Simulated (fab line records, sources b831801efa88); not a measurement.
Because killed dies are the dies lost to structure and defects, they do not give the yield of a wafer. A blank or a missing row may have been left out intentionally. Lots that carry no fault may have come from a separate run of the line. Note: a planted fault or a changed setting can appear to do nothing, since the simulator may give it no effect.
Which tool was responsible? -- flow sky130 -- 11 lots with 33 wafers sampled at 7 steps, on a route of 708 steps

== WHAT THE GAUGES SHOWED, per wafer ==
SKY_POLY_GATE_CD_MEAS_22.
lot,measured,on,cd_nm (nm)
L631,day 17 10:16,cd_sem-02,147 148 149
L632,day 17 12:41,cd_sem-02,152 149 152
L633,day 18 11:35,cd_sem-01,148 147 152
L634,day 18 12:44,cd_sem-01,152 152 146
L639,day 19 22:59,cd_sem-01,154 150 158
L640,day 20 08:20,cd_sem-02,150 149 147
L643,day 21 10:45,cd_sem-02,147 151 151
L644,day 21 18:58,cd_sem-01,149 149 149
L645,day 22 19:38,cd_sem-02,153 143 151
L649,day 23 20:36,cd_sem-02,152 146 149
L651,day 24 06:34,cd_sem-02,150 151 153

SKY_LDD_P_TW_MEAS_11.
lot,measured,on,LDD_P_TW
L631,day 20 00:47,film_metro-01,633 633 632
L632,day 20 03:38,film_metro-04,628 630 626
L633,day 21 02:23,film_metro-02,636 640 637
L634,day 21 03:09,film_metro-04,623 624 630
L639,day 22 13:14,film_metro-02,638 639 634
L640,day 22 21:30,film_metro-04,628 623 628
L643,day 24 01:22,film_metro-04,628 631 630
L644,day 24 07:38,film_metro-01,637 637 635
L645,day 25 09:02,film_metro-04,619 623 622
L649,day 26 08:19,film_metro-01,633 634 634
L651,day 26 17:59,film_metro-02,635 639 640

SKY_SD_P_CD_MEAS_07: target cd 380 nm.
lot,measured,on,cd_nm (nm)
L631,day 26 08:23,cd_sem-02,379.9 383.4 381.7
L632,day 26 12:15,cd_sem-02,384.2 381.6 383.4
L633,day 27 07:53,cd_sem-01,378.1 379.0 379.4
L634,day 27 10:04,cd_sem-01,383.8 384.4 383.4
L639,day 28 16:44,cd_sem-01,375.8 375.8 376.4
L640,day 29 03:41,cd_sem-01,381.0 378.8 379.7
L643,day 30 05:07,cd_sem-01,387.6 384.6 387.8
L644,day 30 08:13,cd_sem-02,381.1 378.6 381.8
L645,day 31 10:56,cd_sem-01,379.9 375.9 378.3
L649,day 32 06:58,cd_sem-02,378.9 377.6 379.0
L651,day 32 17:47,cd_sem-02,378.1 377.8 378.8

SKY_SD_P_TW_MEAS_11.
lot,measured,on,SD_P_TW
L631,day 26 08:47,film_metro-04,2768 2768 2767
L632,day 26 12:39,film_metro-03,2802 2806 2809
L633,day 27 08:17,film_metro-02,2831 2840 2836
L634,day 27 10:28,film_metro-02,2829 2835 2843
L639,day 28 17:08,film_metro-02,2835 2844 2837
L640,day 29 04:04,film_metro-04,2784 2781 2794
L643,day 30 05:29,film_metro-02,2819 2811 2814
L644,day 30 08:37,film_metro-04,2920 2912 2948
L645,day 31 11:20,film_metro-03,2975 2969 2977
L649,day 32 07:22,film_metro-02,2836 2827 2835
L651,day 32 18:11,film_metro-02,2830 2836 2833

SKY_SD_N_RS_MEAS_17: the measuring method here is four-point-probe.
lot,measured,on,SD_P_RS (ohm/sq)
L631,day 28 19:56,film_metro-02,147.1 147.4 147.7
L632,day 28 23:36,film_metro-04,146.8 146.9 147.1
L633,day 29 18:00,film_metro-03,147.0 146.5 147.1
L634,day 29 19:13,film_metro-02,146.7 147.1 147.1
L639,day 31 01:17,film_metro-03,146.5 145.9 146.5
L640,day 31 13:23,film_metro-02,146.8 146.6 146.4
L643,day 32 13:39,film_metro-03,147.5 147.4 147.4
L644,day 32 16:46,film_metro-03,132.4 133.2 132.4
L645,day 33 17:41,film_metro-02,132.5 132.4 133.1
L649,day 34 13:02,film_metro-03,147.3 147.1 147.0
L651,day 35 00:04,film_metro-03,147.1 146.9 147.3

== WHAT TOOL EACH LOT RAN ON (gives the tool, then ch and the chambers of the sampled wafers, and finally the start) ==
lot,SKY_SD_P_IMPLANT_09,SKY_SD_P_STRIP_10
L631,"implanter-04 ch 0, day 26 08:32","plasma_asher-01 ch 0,1, day 26 08:41"
L632,"implanter-03 ch 0, day 26 12:24","plasma_asher-01 ch 0,1, day 26 12:33"
L633,"implanter-01 ch 0, day 27 08:02","plasma_asher-01 ch 0,1, day 27 08:11"
L634,"implanter-01 ch 0, day 27 10:14","plasma_asher-01 ch 0,1, day 27 10:21"
L639,"implanter-04 ch 0, day 28 16:53","plasma_asher-03 ch 0,1, day 28 17:02"
L640,"implanter-04 ch 0, day 29 03:51","plasma_asher-01 ch 0,1, day 29 03:59"
L643,"implanter-03 ch 0, day 30 05:17","plasma_asher-02 ch 0,1, day 30 05:23"
L644,"implanter-04 ch 0, day 30 08:23","plasma_asher-03 ch 0,1, day 30 08:30"
L645,"implanter-04 ch 0, day 31 11:05","plasma_asher-02 ch 0,1, day 31 11:13"
L649,"implanter-01 ch 0, day 32 07:07","plasma_asher-02 ch 0,1, day 32 07:16"
L651,"implanter-01 ch 0, day 32 17:57","plasma_asher-02 ch 0,1, day 32 18:04"
- SKY_SD_P_IMPLANT_09
- SKY_SD_P_STRIP_10: strips in O2/N2.

== AS READ BY THE TOOLS THEMSELVES (means over the sampled wafers that have a number; for cases with no such wafer, the mark the record gives instead) ==
SKY_SD_P_IMPLANT_09.
lot,tool,beam_energy_keV,beam_on_s (s)
L631,implanter-04,19.997,16.4
L632,implanter-03,20.008,12.6
L633,implanter-01,19.992,12.9
L634,implanter-01,19.992,12.7
L639,implanter-04,19.993,16.7
L640,implanter-04,20.001,16.8
L643,implanter-03,20.001,12.7
L644,implanter-04,24.878,16.3
L645,implanter-04,24.886,16.7
L649,implanter-01,19.992,12.8
L651,implanter-01,20.000,12.9

SKY_SD_P_STRIP_10.
lot,tool,drypump_motor_current_A (A),oes_product_au (a.u.),strip_time_to_endpoint_s (s)
L631,plasma_asher-01,5.47,0.622,17.54
L632,plasma_asher-01,5.48,0.618,17.56
L633,plasma_asher-01,5.47,0.617,17.51
L634,plasma_asher-01,5.51,0.615,17.54
L639,plasma_asher-03,5.45,0.620,17.46
L640,plasma_asher-01,5.50,0.617,17.50
L643,plasma_asher-02,5.48,0.619,17.46
L644,plasma_asher-03,5.45,0.603,18.19
L645,plasma_asher-02,5.49,0.604,18.23
L649,plasma_asher-02,5.60,0.615,17.55
L651,plasma_asher-02,5.59,0.621,17.53

== THE ANSWER, worked out from the rows above alone ==
Rule: the lots themselves supply what counts as usual. Put in order of their means at a reading, lots are off if they are a third of the lots or fewer, leave a main group of 4 or more, and stand apart from it by a gap of 3 or more times the standard deviation of the main group's means; of several such gaps the widest counts. If all means in a main group match to the digits the tables above print for the reading, that group is not used. A lot without any number at a reading at which 4 lots or more have one is off too. Any other lot the step has rows for is counted as sound. Order of review: gauges by route order, followed by the tools' own readings, for which a lot's mean as printed above is used. At the first step where some lot is off, the reading lying furthest off is the one used; lots without a number count as furthest.
Off: L644, L645, seen at SKY_SD_P_TW_MEAS_11 (SD_P_TW). Main group: mean 2817, sd 24.
A tool fits if, at a process step before that reading, it ran every lot that is off, and no sound lot after the first of them. The gauges at SKY_SD_P_TW_MEAS_11 aren't tried: what is off there is off at SKY_SD_P_IMPLANT_09 too, on other tools, and a gauge's error can't cause that. One fits: implanter-04 at SKY_SD_P_IMPLANT_09. Its last sound lot is L640 (day 29 03:51), its first lot that is off L644 (day 30 08:23): a fault that began between those two fits.
On the lots that are off, the tool's own readings at SKY_SD_P_IMPLANT_09 differ by more than 5 times the standard deviation of the sound lots' means, which bears it out; beam_energy_keV reads 24.882 there versus 19.997 on the sound lots.

== WHAT THE SIMULATOR HAD INSERTED ==
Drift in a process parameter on implanter-04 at SKY_SD_P_IMPLANT_09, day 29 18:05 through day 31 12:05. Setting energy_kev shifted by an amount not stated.
Lots struck among those shown: L644, L645. The same result came from the rule above.
